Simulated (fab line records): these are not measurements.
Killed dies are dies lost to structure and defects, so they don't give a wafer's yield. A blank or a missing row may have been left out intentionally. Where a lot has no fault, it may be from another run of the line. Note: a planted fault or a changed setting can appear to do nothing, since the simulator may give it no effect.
fab line records	flow sky130
record lots=24	wafers=72	last-day=50
route steps=708 shown FIELD_ISO@1 CAPM@550 VIA3@585 CAP2M@617 PASSIVATION@684
lots that met no fault: from a run of the same line without faults
start-h: start of the lot's first displayed wafer, in hours after the record's first day	wait-h: hours since the lot's step before	" as in the row above	L1.1+2: one row covering several wafers at once	- either no value or no given start	* or withheld: withheld	< > ~ a bound
route shown NAME@n: a module of which the file shows steps, and the number in the route of the first	usual: mean and standard deviation over wafers with no fault	same: alike in all rows	chamber/n: place in a boat	sites: each site's reading	_std_site: standard deviation of those values	_edge_site: the outer-site mean with the inner-site mean subtracted	radius-mm: how far each site lies from the wafer's centre	mask NAME#n: copy n	behind: the last tool/chamber to shape the wafer	hold: why the lot was held/for how many hours/how that ended	device: the transistor (n, p or np) that didn't switch	end of line: at the end of the route, the tests of the same wafers	a step with no rows: only its recipe	killed: dies that structure and defects cost at the first sort, which is not the same as the wafer's yield	map: per-die view of a wafer (x killed, . not killed, _ where there is no die)
set.NAME: the setting as run; set.NAME@STEP: as run at that earlier step	model.NAME: the simulator's own value behind a step, which no gauge read
the route's steps for a sample of lots (tables are steps, rows are wafers)
services: a tool's chamber out of use, with start hour (start-h, from the record's first day; less than 0 if before it), hours out, and reason
## steps
# step SKY_FIELD_ISO_BOW_MEAS_00
# recipe mode=bow
# usual INCOMING_BOW=0/6.5
lot.wafer	tool	chamber	start-h	wait-h	INCOMING_BOW[um]
L074.1	film-metro-04	-	10.00	-	-5
L074.3	"	-	"	"	-3
L074.6	"	-	"	"	-6
L075.1	film-metro-01	-	15.00	-	1
L075.4	"	-	"	"	-1
L075.5	"	-	"	"	-3
L076.1	film-metro-02	-	20.00	-	2
L076.2	"	-	"	"	6
L076.4	"	-	"	"	-3
L077.1	film-metro-04	-	25.00	-	-1
L077.4	"	-	"	"	11
L077.6	"	-	"	"	6
L078.1	film-metro-02	-	30.00	-	-3
L078.3	"	-	"	"	7
L078.6	"	-	"	"	11
L079.1	film-metro-02	-	35.00	-	7
L079.4	"	-	"	"	-1
L079.6	"	-	"	"	-3
L080.1	film-metro-01	-	40.00	-	-1
L080.2	"	-	"	"	5
L080.6	"	-	"	"	-11
L081.1	film-metro-04	-	45.00	-	-1
L081.4	"	-	"	"	-6
L081.5	"	-	"	"	17
L082.3	film-metro-01	-	50.04	-	4
L082.5	"	-	"	"	3
L082.6	"	-	"	"	-5
L083.1	film-metro-04	-	55.00	-	9
L083.2	"	-	"	"	-1
L083.5	"	-	"	"	6
L084.2	film-metro-02	-	60.02	-	-9
L084.4	"	-	"	"	-15
L084.6	"	-	"	"	-3
L085.2	film-metro-02	-	65.02	-	-6
L085.3	"	-	"	"	-10
L085.5	"	-	"	"	-3
L086.1	film-metro-02	-	70.00	-	-1
L086.3	"	-	"	"	-9
L086.4	"	-	"	"	2
L087.1	film-metro-02	-	75.00	-	0
L087.2	"	-	"	"	1
L087.3	"	-	"	"	-12
L088.1	film-metro-01	-	80.00	-	-4
L088.3	"	-	"	"	-1
L088.6	"	-	"	"	-7
L089.3	film-metro-02	-	85.04	-	1
L089.4	"	-	"	"	-3
L089.5	"	-	"	"	-1
L090.2	film-metro-02	-	90.02	-	0
L090.3	"	-	"	"	10
L090.5	"	-	"	"	-8
L091.2	film-metro-01	-	95.02	-	-10
L091.4	"	-	"	"	1
L091.6	"	-	"	"	0
L092.1	film-metro-04	-	100.00	-	-10
L092.4	"	-	"	"	0
L092.5	"	-	"	"	-3
L093.2	film-metro-02	-	105.02	-	3
L093.3	"	-	"	"	-8
L093.5	"	-	"	"	-2
L094.1	film-metro-01	-	110.00	-	-7
L094.4	"	-	"	"	2
L094.5	"	-	"	"	3
L095.2	film-metro-01	-	115.02	-	21
L095.4	"	-	"	"	5
L095.5	"	-	"	"	-1
L096.1	film-metro-02	-	120.00	-	5
L096.2	"	-	"	"	-12
L096.3	"	-	"	"	-15
L097.1	film-metro-01	-	125.00	-	5
L097.4	"	-	"	"	-4
L097.5	"	-	"	"	-5
# step SKY_CAPM_METAL_ETCH_13
# recipe target-depth-nm=220	stop-on=SiO2	chemistry=Cl2/BCl3	target=TiN	pressure-mtorr=10	icp-w=900	bias-w=48.5	Cl2_flow_sccm=60	bcl3-flow-sccm=30	time-s=62.9
# usual drypump-motor-current-A=5.5/0.49	oes-product-au=0.942/0.0084	throttle-valve-pct=21.901/0.0099
lot.wafer	tool	chamber	start-h	wait-h	drypump-motor-current-A	oes-product-au	rf-hours-counter-h	throttle-valve-pct
L074.1	rie-metal-02	1	881.27	0.0	4.9	0.946	5	21.886
L074.3	"	0	"	"	5.2	0.950	-	21.894
L074.6	"	0	"	"	5.2	0.951	-	21.915
L075.1	rie-metal-03	0	886.41	0.0	5.4	0.951	5	21.881
L075.4	"	0	"	"	5.4	0.952	-	21.911
L075.5	"	0	"	"	5.4	0.947	-	21.901
L076.1	rie-metal-01	0	894.87	0.0	6.3	0.930	21	21.906
L076.2	"	1	"	"	5.2	0.926	18	21.912
L076.4	"	0	"	"	6.2	0.927	-	21.897
L078.1	rie-metal-03	0	904.12	0.0	5.4	0.942	6	21.910
L078.3	"	0	"	"	5.4	0.940	-	21.893
L078.6	"	0	"	"	5.4	0.933	-	21.898
L077.1	rie-metal-02	0	908.67	0.0	5.1	0.948	5	21.903
L077.4	"	0	"	"	5.2	0.948	-	21.883
L077.6	"	1	"	"	4.9	0.958	-	21.901
L079.1	rie-metal-01	1	922.99	0.0	5.2	0.943	20	21.909
L079.4	"	0	"	"	6.2	0.949	-	21.876
L079.6	"	0	"	"	6.3	0.943	-	21.903
L080.1	rie-metal-02	0	923.82	0.0	5.1	0.943	5	21.910
L080.2	"	1	"	"	4.9	0.944	7	21.900
L080.6	"	1	"	"	4.9	0.951	-	21.896
L081.1	rie-metal-03	1	935.52	0.0	6.0	0.934	10	21.904
L081.4	"	0	"	"	5.4	0.945	-	21.901
L081.5	"	1	"	"	6.1	0.943	-	21.886
L082.3	rie-metal-02	0	936.09	0.0	5.1	0.951	-	21.899
L082.5	"	1	"	"	4.9	0.936	-	21.911
L082.6	"	0	"	"	5.1	0.930	-	21.913
L083.1	rie-metal-01	0	942.81	0.0	6.3	0.950	2	21.898
L083.2	"	0	"	"	6.3	0.943	-	21.902
L083.5	"	0	"	"	6.3	0.940	-	21.886
L084.2	rie-metal-01	1	958.39	0.0	5.2	0.959	0	21.892
L084.4	"	1	"	"	5.2	0.947	-	21.906
L084.6	"	0	"	"	6.2	0.951	-	21.886
L085.2	rie-metal-03	0	960.57	0.0	5.4	0.929	9	21.885
L085.3	"	1	"	"	6.1	0.937	-	21.893
L085.5	"	1	"	"	6.1	0.939	-	21.891
L086.1	rie-metal-01	1	969.02	0.0	5.2	0.929	1	21.905
L086.3	"	1	"	"	5.2	0.939	-	21.914
L086.4	"	0	"	"	6.2	0.948	-	21.924
L087.1	rie-metal-03	0	972.61	0.0	5.4	0.947	10	21.896
L087.2	"	1	"	"	6.1	0.948	12	21.894
L087.3	"	1	"	"	6.1	0.944	-	21.913
L088.1	rie-metal-03	0	983.97	0.0	5.4	0.936	10	21.902
L088.3	"	0	"	"	5.4	0.938	-	21.898
L088.6	"	1	"	"	6.1	0.923	-	21.913
L089.3	rie-metal-03	0	992.44	0.0	5.4	0.957	-	21.895
L089.4	"	1	"	"	6.1	0.948	-	21.892
L089.5	"	0	"	"	5.4	0.953	-	21.889
L091.2	rie-metal-01	1	1001.71	0.0	5.2	0.927	3	21.909
L091.4	"	1	"	"	5.2	0.936	-	21.906
L091.6	"	1	"	"	5.2	0.946	-	21.896
L090.2	rie-metal-02	0	1001.84	0.0	5.1	0.947	10	21.912
L090.3	"	0	"	"	5.1	0.953	-	21.896
L090.5	"	1	"	"	4.9	0.941	-	21.901
L092.1	rie-metal-02	0	1013.44	0.0	5.1	0.932	10	21.903
L092.4	"	1	"	"	4.9	0.951	-	21.918
L092.5	"	1	"	"	4.9	0.941	-	21.895
L093.2	rie-metal-01	0	1021.54	0.0	6.3	0.934	7	21.893
L093.3	"	0	"	"	6.3	0.930	-	21.903
L093.5	"	1	"	"	5.2	0.936	-	21.895
L094.1	rie-metal-01	1	1028.14	0.0	5.2	0.927	4	21.918
L094.4	"	1	"	"	5.2	0.936	-	21.920
L094.5	"	0	"	"	6.3	0.928	-	21.911
L097.1	rie-metal-01	1	1040.24	0.0	5.2	0.954	5	21.897
L097.4	"	1	"	"	5.2	0.949	-	21.910
L097.5	"	0	"	"	6.3	0.953	-	21.892
L095.2	rie-metal-03	1	1041.76	0.0	6.1	0.944	15	21.908
L095.4	"	1	"	"	6.1	0.950	-	21.910
L095.5	"	0	"	"	5.4	0.953	-	21.890
L096.1	rie-metal-03	0	1044.89	0.0	5.4	0.941	14	21.900
L096.2	"	1	"	"	6.1	0.936	16	21.896
L096.3	"	1	"	"	6.1	0.928	-	21.902
# step SKY_VIA3_CD_MEAS_12
# recipe target-cd-nm=200
# usual cd-nm=200.6/1.5
lot.wafer	tool	chamber	start-h	wait-h	cd-nm
L074.1	cd-sem-02	-	934.36	-	203.5
L074.3	"	-	"	"	202.6
L074.6	"	-	"	"	203.4
L075.1	cd-sem-01	-	940.48	-	202.5
L075.4	"	-	"	"	204.0
L075.5	"	-	"	"	201.9
L076.1	cd-sem-01	-	946.89	-	199.5
L076.2	"	-	"	"	200.6
L076.4	"	-	"	"	200.7
L078.1	cd-sem-02	-	956.16	-	200.5
L078.3	"	-	"	"	200.8
L078.6	"	-	"	"	200.0
L077.1	cd-sem-01	-	960.03	-	199.1
L077.4	"	-	"	"	198.5
L077.6	"	-	"	"	197.2
L079.1	cd-sem-01	-	974.01	-	199.3
L079.4	"	-	"	"	200.4
L079.6	"	-	"	"	200.2
L080.1	cd-sem-02	-	974.79	-	198.7
L080.2	"	-	"	"	199.1
L080.6	"	-	"	"	198.3
L081.1	cd-sem-02	-	985.88	-	199.4
L081.4	"	-	"	"	198.7
L081.5	"	-	"	"	200.7
L082.3	cd-sem-02	-	986.87	-	200.9
L082.5	"	-	"	"	200.9
L082.6	"	-	"	"	200.0
L083.1	cd-sem-02	-	993.03	-	201.5
L083.2	"	-	"	"	201.7
L083.5	"	-	"	"	202.0
L084.2	cd-sem-02	-	1007.75	-	203.1
L084.4	"	-	"	"	202.7
L084.6	"	-	"	"	203.9
L085.2	cd-sem-01	-	1010.45	-	200.8
L085.3	"	-	"	"	199.3
L085.5	"	-	"	"	199.9
L086.1	cd-sem-02	-	1018.44	-	201.0
L086.3	"	-	"	"	200.4
L086.4	"	-	"	"	200.9
L087.1	cd-sem-02	-	1021.58	-	199.5
L087.2	"	-	"	"	199.3
L087.3	"	-	"	"	198.9
L088.1	cd-sem-01	-	1031.08	-	201.0
L088.3	"	-	"	"	199.7
L088.6	"	-	"	"	201.3
L089.3	cd-sem-01	-	1042.77	-	198.7
L089.4	"	-	"	"	198.6
L089.5	"	-	"	"	200.0
L091.2	cd-sem-02	-	1049.73	-	200.8
L091.4	"	-	"	"	200.6
L091.6	"	-	"	"	201.2
L090.2	cd-sem-02	-	1050.20	-	201.4
L090.3	"	-	"	"	202.7
L090.5	"	-	"	"	201.6
L092.1	cd-sem-01	-	1061.44	-	201.5
L092.4	"	-	"	"	202.0
L092.5	"	-	"	"	201.7
L093.2	cd-sem-01	-	1068.26	-	199.0
L093.3	"	-	"	"	199.1
L093.5	"	-	"	"	199.3
L094.1	cd-sem-01	-	1074.83	-	201.8
L094.4	"	-	"	"	201.5
L094.5	"	-	"	"	201.0
L097.1	cd-sem-01	-	1085.88	-	202.5
L097.4	"	-	"	"	200.9
L097.5	"	-	"	"	201.8
L095.2	cd-sem-01	-	1086.73	-	199.3
L095.4	"	-	"	"	199.5
L095.5	"	-	"	"	199.4
L096.1	cd-sem-02	-	1090.08	-	200.9
L096.2	"	-	"	"	201.3
L096.3	"	-	"	"	201.3
# step SKY_VIA3_OVL_MEAS_13
# usual VIA3_OVL=-5/5.3
lot.wafer	tool	chamber	start-h	wait-h	VIA3_OVL[nm]
L074.1	overlay-01	-	934.48	0.1	-15
L074.3	"	-	"	"	-12
L074.6	"	-	"	"	-9
L075.1	overlay-02	-	940.60	0.1	4
L075.4	"	-	"	"	-3
L075.5	"	-	"	"	2
L076.1	overlay-02	-	947.01	0.1	1
L076.2	"	-	"	"	1
L076.4	"	-	"	"	1
L078.1	overlay-01	-	956.28	0.1	-6
L078.3	"	-	"	"	-7
L078.6	"	-	"	"	-3
L077.1	overlay-01	-	960.15	0.1	-8
L077.4	"	-	"	"	-4
L077.6	"	-	"	"	-6
L079.1	overlay-01	-	974.13	0.1	-6
L079.4	"	-	"	"	-8
L079.6	"	-	"	"	-10
L080.1	overlay-02	-	974.91	0.1	-8
L080.2	"	-	"	"	-8
L080.6	"	-	"	"	-11
L081.1	overlay-01	-	986.00	0.1	-3
L081.4	"	-	"	"	-3
L081.5	"	-	"	"	-11
L082.3	overlay-02	-	986.96	0.1	-10
L082.5	"	-	"	"	1
L082.6	"	-	"	"	-6
L083.1	overlay-02	-	993.15	0.1	2
L083.2	"	-	"	"	-4
L083.5	"	-	"	"	-1
L084.2	overlay-02	-	1007.85	0.1	-8
L084.4	"	-	"	"	-10
L084.6	"	-	"	"	2
L085.2	overlay-01	-	1010.55	0.1	-10
L085.3	"	-	"	"	-10
L085.5	"	-	"	"	-6
L086.1	overlay-02	-	1018.56	0.1	-4
L086.3	"	-	"	"	-4
L086.4	"	-	"	"	-3
L087.1	overlay-02	-	1021.70	0.1	-7
L087.2	"	-	"	"	-9
L087.3	"	-	"	"	-7
L088.1	overlay-01	-	1031.20	0.1	-4
L088.3	"	-	"	"	-5
L088.6	"	-	"	"	-2
L089.3	overlay-01	-	1042.86	0.1	4
L089.4	"	-	"	"	3
L089.5	"	-	"	"	4
L091.2	overlay-02	-	1049.83	0.1	0
L091.4	"	-	"	"	4
L091.6	"	-	"	"	0
L090.2	overlay-02	-	1050.30	0.1	-12
L090.3	"	-	"	"	-5
L090.5	"	-	"	"	-7
L092.1	overlay-01	-	1061.56	0.1	-2
L092.4	"	-	"	"	-3
L092.5	"	-	"	"	-5
L093.2	overlay-02	-	1068.36	0.1	-13
L093.3	"	-	"	"	-8
L093.5	"	-	"	"	-4
L094.1	overlay-01	-	1074.95	0.1	-1
L094.4	"	-	"	"	-3
L094.5	"	-	"	"	-6
L097.1	overlay-02	-	1086.00	0.1	-6
L097.4	"	-	"	"	-6
L097.5	"	-	"	"	-11
L095.2	overlay-02	-	1086.83	0.1	-8
L095.4	"	-	"	"	-6
L095.5	"	-	"	"	-6
L096.1	overlay-02	-	1090.20	0.1	-1
L096.2	"	-	"	"	2
L096.3	"	-	"	"	3
# step SKY_CAP2M_STRIP_14
# recipe chemistry=O2/N2	power-w=1400	pressure-mtorr=1500	platen-temp-c=withheld	o2-flow-sccm=3000	n2-flow-sccm=300	overash-fraction=0.5
# usual drypump-motor-current-A=5.7/0.47	oes-product-au=0.710/0.0044	strip-time-to-endpoint-s=12.66/0.045
lot.wafer	tool	chamber	start-h	wait-h	drypump-motor-current-A	oes-product-au	rf-hours-counter-h	strip-time-to-endpoint-s
L074.1	plasma-asher-01	1	960.47	0.1	5.7	0.708	53	12.65
L074.3	"	1	"	"	5.7	0.702	-	12.61
L074.6	"	1	"	"	5.7	0.711	-	12.67
L075.1	plasma-asher-03	0	966.51	0.1	5.3	0.711	22	12.61
L075.4	"	1	"	"	5.3	0.703	-	12.64
L075.5	"	1	"	"	5.3	0.708	-	12.67
L076.1	plasma-asher-03	1	972.02	0.1	5.3	0.711	23	12.69
L076.2	"	0	"	"	5.3	0.705	23	12.69
L076.4	"	0	"	"	5.3	0.708	-	12.68
L078.1	plasma-asher-03	1	981.32	0.1	5.3	0.711	24	12.67
L078.3	"	1	"	"	5.3	0.712	-	12.71
L078.6	"	1	"	"	5.3	0.711	-	12.66
L077.1	plasma-asher-01	0	985.87	0.1	6.1	0.707	55	12.62
L077.4	"	1	"	"	5.7	0.704	-	12.58
L077.6	"	0	"	"	6.1	0.710	-	12.52
L079.1	plasma-asher-03	1	1000.35	0.1	5.2	0.712	26	12.63
L079.4	"	1	"	"	5.2	0.715	-	12.63
L079.6	"	1	"	"	5.2	0.715	-	12.58
L080.1	plasma-asher-03	0	1000.89	0.1	5.3	0.717	26	12.74
L080.2	"	1	"	"	5.2	0.709	26	12.67
L080.6	"	1	"	"	5.2	0.707	-	12.68
L081.1	plasma-asher-03	0	1011.01	0.1	5.3	0.714	27	12.69
L081.4	"	0	"	"	5.3	0.710	-	12.70
L081.5	"	0	"	"	5.3	0.710	-	12.67
L082.3	plasma-asher-04	1	1012.35	0.1	5.5	0.713	-	12.67
L082.5	"	1	"	"	5.5	0.713	-	12.62
L082.6	"	0	"	"	6.6	0.717	-	12.61
L083.1	plasma-asher-01	0	1017.96	0.1	6.1	0.714	58	12.60
L083.2	"	1	"	"	5.7	0.712	58	12.56
L083.5	"	1	"	"	5.7	0.712	-	12.56
L084.2	plasma-asher-04	1	1031.11	0.1	5.5	0.713	89	12.70
L084.4	"	0	"	"	6.6	0.716	-	12.74
L084.6	"	0	"	"	6.6	0.704	-	12.68
L085.2	plasma-asher-04	0	1034.17	0.1	6.6	0.705	90	12.65
L085.3	"	0	"	"	6.6	0.711	-	12.65
L085.5	"	1	"	"	5.5	0.708	-	12.67
L086.1	plasma-asher-01	1	1044.59	0.1	5.7	0.718	61	12.69
L086.3	"	1	"	"	5.7	0.716	-	12.71
L086.4	"	0	"	"	6.1	0.715	-	12.72
L087.1	plasma-asher-03	0	1045.97	0.1	5.3	0.703	31	12.71
L087.2	"	1	"	"	5.2	0.711	31	12.75
L087.3	"	1	"	"	5.2	0.717	-	12.67
L088.1	plasma-asher-01	0	1054.67	0.1	6.1	0.702	62	12.67
L088.3	"	1	"	"	5.7	0.711	-	12.60
L088.6	"	1	"	"	5.7	0.717	-	12.68
L089.3	plasma-asher-01	0	1065.98	0.1	6.1	0.719	-	12.60
L089.4	"	1	"	"	5.7	0.706	-	12.63
L089.5	"	0	"	"	6.1	0.709	-	12.65
L091.2	plasma-asher-04	0	1072.96	0.1	6.6	0.709	94	12.66
L091.4	"	0	"	"	6.6	0.718	-	12.60
L091.6	"	1	"	"	5.5	0.708	-	12.68
L090.2	plasma-asher-04	0	1073.62	0.1	6.6	0.713	94	12.67
L090.3	"	1	"	"	5.5	0.707	-	12.67
L090.5	"	0	"	"	6.6	0.710	-	12.60
L092.1	plasma-asher-01	1	1084.94	0.1	5.7	0.713	65	12.72
L092.4	"	1	"	"	5.7	0.712	-	12.67
L092.5	"	0	"	"	6.1	0.705	-	12.67
L093.2	plasma-asher-03	1	1091.47	0.1	5.3	0.708	35	12.59
L093.3	"	0	"	"	5.3	0.707	-	12.65
L093.5	"	1	"	"	5.2	0.713	-	12.60
L094.1	plasma-asher-03	0	1097.62	0.1	5.3	0.715	36	12.62
L094.4	"	0	"	"	5.3	0.713	-	12.64
L094.5	"	1	"	"	5.2	0.713	-	12.67
L097.1	plasma-asher-04	1	1108.19	0.1	5.5	0.716	96	12.73
L097.4	"	0	"	"	6.6	0.709	-	12.67
L097.5	"	1	"	"	5.5	0.704	-	12.66
L095.2	plasma-asher-03	0	1108.22	0.1	5.3	0.710	37	12.67
L095.4	"	1	"	"	5.2	0.704	-	12.66
L095.5	"	1	"	"	5.2	0.710	-	12.70
L096.1	plasma-asher-04	1	1112.52	0.1	5.5	0.714	97	12.66
L096.2	"	0	"	"	6.6	0.715	97	12.67
L096.3	"	0	"	"	6.6	0.711	-	12.68
# step SKY_PASSIVATION_THK_MEAS_03
# recipe reads=Si3N4_of_PASSIVATION_CVD_02
# usual PASSIVATION_CVD_02_THK=539/8.5
lot.wafer	tool	chamber	start-h	wait-h	PASSIVATION_CVD_02_THK[nm]
L074.1	film-metro-02	-	1034.06	-	532
L074.3	"	-	"	"	546
L074.6	"	-	"	"	548
L075.1	film-metro-03	-	1043.20	-	526
L075.4	"	-	"	"	545
L075.5	"	-	"	"	534
L076.1	film-metro-04	-	1046.45	-	530
L076.2	"	-	"	"	531
L076.4	"	-	"	"	542
L078.1	film-metro-03	-	1052.74	-	540
L078.3	"	-	"	"	534
L078.6	"	-	"	"	548
L077.1	film-metro-04	-	1058.92	-	529
L077.4	"	-	"	"	542
L077.6	"	-	"	"	545
L079.1	film-metro-04	-	1072.07	-	543
L079.4	"	-	"	"	554
L079.6	"	-	"	"	546
L080.1	film-metro-03	-	1073.27	-	535
L080.2	"	-	"	"	532
L080.6	"	-	"	"	537
L081.1	film-metro-02	-	1081.31	-	531
L081.4	"	-	"	"	537
L081.5	"	-	"	"	544
L082.3	film-metro-04	-	1084.13	-	524
L082.5	"	-	"	"	544
L082.6	"	-	"	"	545
L083.1	film-metro-02	-	1087.26	-	539
L083.2	"	-	"	"	528
L083.5	"	-	"	"	533
L084.2	film-metro-02	-	1099.58	-	524
L084.4	"	-	"	"	528
L084.6	"	-	"	"	530
L085.2	film-metro-03	-	1101.21	-	535
L085.3	"	-	"	"	526
L085.5	"	-	"	"	546
L086.1	film-metro-03	-	1112.00	-	528
L086.3	"	-	"	"	538
L086.4	"	-	"	"	526
L087.1	film-metro-04	-	1115.42	-	535
L087.2	"	-	"	"	535
L087.3	"	-	"	"	526
L088.1	film-metro-02	-	1121.15	-	549
L088.3	"	-	"	"	539
L088.6	"	-	"	"	562
L089.3	film-metro-03	-	1130.88	-	541
L089.4	"	-	"	"	556
L089.5	"	-	"	"	549
L091.2	film-metro-02	-	1138.16	-	540
L091.4	"	-	"	"	544
L091.6	"	-	"	"	537
L090.2	film-metro-02	-	1139.26	-	540
L090.3	"	-	"	"	529
L090.5	"	-	"	"	546
L092.1	film-metro-03	-	1148.41	-	539
L092.4	"	-	"	"	545
L092.5	"	-	"	"	549
L093.2	film-metro-03	-	1154.41	-	540
L093.3	"	-	"	"	542
L093.5	"	-	"	"	542
L094.1	film-metro-04	-	1160.68	-	542
L094.4	"	-	"	"	548
L094.5	"	-	"	"	552
L095.2	film-metro-03	-	1169.16	-	529
L095.4	"	-	"	"	551
L095.5	"	-	"	"	532
L097.1	film-metro-03	-	1169.45	-	542
L097.4	"	-	"	"	548
L097.5	"	-	"	"	551
L096.1	film-metro-02	-	1172.51	-	526
L096.2	"	-	"	"	516
L096.3	"	-	"	"	525
## services
tool	chamber	start-h	hours	kind
rie-metal-03	1	859.70	55.5	repair
plasma-asher-01	-	885.40	2.9	repair
rie-metal-01	-	888.85	2.8	pm
plasma-asher-04	-	905.75	9.4	repair
rie-metal-01	0	906.28	-	clean
rie-metal-01	0	906.28	15.8	scheduled-down
rie-metal-01	0	906.28	15.8	vent-cycle
rie-metal-01	1	931.06	-	clean
rie-metal-01	1	931.06	15.8	scheduled-down
rie-metal-01	1	931.06	15.8	vent-cycle
plasma-asher-01	-	963.62	2.8	pm
plasma-asher-04	-	980.43	0.8	repair
rie-metal-01	1	985.62	5.7	repair
plasma-asher-01	-	994.74	0.7	repair
plasma-asher-04	-	995.73	13.3	repair
rie-metal-02	-	1005.29	0.1	repair
rie-metal-02	-	1029.14	14.6	pm
plasma-asher-03	-	1047.80	0.5	repair
rie-metal-02	1	1058.43	4.9	repair
plasma-asher-03	-	1087.50	1.7	repair
rie-metal-03	-	1110.14	14.6	pm
## key
fault none
